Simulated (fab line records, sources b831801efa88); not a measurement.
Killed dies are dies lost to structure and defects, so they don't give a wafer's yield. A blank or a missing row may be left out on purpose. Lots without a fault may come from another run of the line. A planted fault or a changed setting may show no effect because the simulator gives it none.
One fault seen from 2 desks | flow sky130 | each desk has only its own numbers; what lay behind them comes last

THE METROLOGY DESK
What the gauges read, lot by lot, whatever tool the lot ran on: means of the sampled wafers that have a number. A lot is out of limits, marked OUT, if its mean lies more than 4 standard deviations from the usual mean; the brackets give that distance.
Columns: A = VIA4_OVL at SKY_VIA4_OVL_MEAS_11, usual -0.1 nm; B = VIA4_W_RS at SKY_VIA4_RS_MEAS_19, usual 0.226 ohm/sq; C = VIA4_W_THK at SKY_VIA4_THK_MEAS_20, usual 505 nm
lot  | first seen here | A    | B     | C
L631 | day 44 02:56    | 0.7  | 0.224 | 511
L634 | day 44 17:25    | -0.3 | 0.229 | 501
L639 | day 46 01:11    | -0.0 | 0.227 | 498
L641 | day 46 12:41    | 2.4  | 0.227 | 504
L647 | day 48 01:02    | 0.4  | 0.228 | 497
L649 | day 48 06:55    | -1.3 | 0.224 | 507
This desk's finding: nothing out of limits on any of the 6 lots.

THE TOOL OWNER'S DESK: pvd_sputter-01
The tool's own readings at SKY_METAL5_SPUTTER_01 (material TiN, target thk 20 nm, time 16.7 s): means of the sampled wafers that have a number, for each lot that ran on this tool. A lot is out of limits, marked OUT, if its mean lies more than 4 standard deviations from the usual mean; the brackets give that distance.
Columns: A = throttle_valve_pct at SKY_METAL5_SPUTTER_01, usual 30.1 %
lot  | first seen here | A
L631 | day 44 04:21    | 30.4
L647 | day 48 02:38    | 30.8
L649 | day 48 08:21    | 31.0
This desk's finding: nothing out of limits on any of the 3 lots.

PUT TOGETHER
The metrology desk saw nothing out of limits.
The tool owner's desk saw nothing out of limits.

WHAT THE SIMULATOR HAD PUT IN
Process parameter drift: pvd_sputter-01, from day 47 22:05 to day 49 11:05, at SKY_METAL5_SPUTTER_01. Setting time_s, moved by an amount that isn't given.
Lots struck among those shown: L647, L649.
